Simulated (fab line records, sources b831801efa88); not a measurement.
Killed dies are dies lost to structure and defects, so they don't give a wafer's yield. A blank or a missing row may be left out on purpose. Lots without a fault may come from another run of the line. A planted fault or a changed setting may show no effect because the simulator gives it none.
Chamber matching | flow sky130 | SKY_VIA1_CMP_02 on cmp-02: 4 sister chambers
The step polishes SiO2. 22 wafers are shown with their chamber, then 11 later ones without.

WAFERS WITH THEIR CHAMBER
wafer  | chamber | motor_current_A (A)
L774.3 | 2       | 12.5
L774.5 | 1       | 11.9
L774.6 | 2       | 12.7
L775.1 | 0       | 11.6
L775.2 | 2       | 13.2
L775.5 | 3       | 13.5
L776.2 | 3       | 13.1
L776.3 | 0       | 11.2
L776.5 | 3       | 13.2
L777.1 | 3       | 13.1
L777.4 | 1       | 11.6
L777.5 | 1       | 12.7
L779.1 | 1       | 12.5
L779.2 | 2       | 12.5
L779.6 | 1       | 12.5
L782.3 | 3       | 13.1
L782.5 | 3       | 13.1
L782.6 | 2       | 12.9
L785.1 | 2       | 12.3
L785.2 | 0       | 11.9
L785.3 | 3       | 13.3
L787.1 | 3       | 13.4

SIGNATURES (means of the wafers above)
reading         | chamber 0 | chamber 1 | chamber 2 | chamber 3 | scatter within a chamber
motor_current_A | 11.567    | 12.240    | 12.683    | 13.225    | 0.318
Rule: a wafer's distance from a chamber is the root of the sum, over the readings, of the square of ((its reading less the chamber's mean) divided by the reading's scatter). The wafer belongs to the nearest chamber; if the next one is less than 2 further off, it can't be placed. The scatter: the root of (the sum of the squares of (reading less its chamber's mean) over the shown wafers, divided by (wafers less chambers)).

WAFERS WITHOUT THEIR CHAMBER
wafer  | motor_current_A (A)
L787.3 | 12.2
L787.4 | 11.1
L793.1 | 12.0
L793.2 | 11.7
L793.4 | 13.5
L795.3 | 11.5
L795.4 | 11.7
L795.5 | 12.4
L797.2 | 11.4
L797.3 | 13.5
L797.4 | 12.5

WHICH CHAMBER EACH WENT THROUGH
wafer  | from the rows above          | in truth
L787.3 | can't be placed: 1 or 2 or 0 | 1
L787.4 | 0                            | 0
L793.1 | can't be placed: 1 or 0 or 2 | 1
L793.2 | can't be placed: 0 or 1      | 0
L793.4 | can't be placed: 3 or 2      | 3
L795.3 | 0                            | 0
L795.4 | can't be placed: 0 or 1      | 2
L795.5 | can't be placed: 1 or 2      | 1
L797.2 | 0                            | 0
L797.3 | can't be placed: 3 or 2      | 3
L797.4 | can't be placed: 2 or 1 or 3 | 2
Placed correctly: 3 of 11. Can't be placed from these rows: 8 (the true chamber is among the candidates in 7). Placed wrongly: 0.
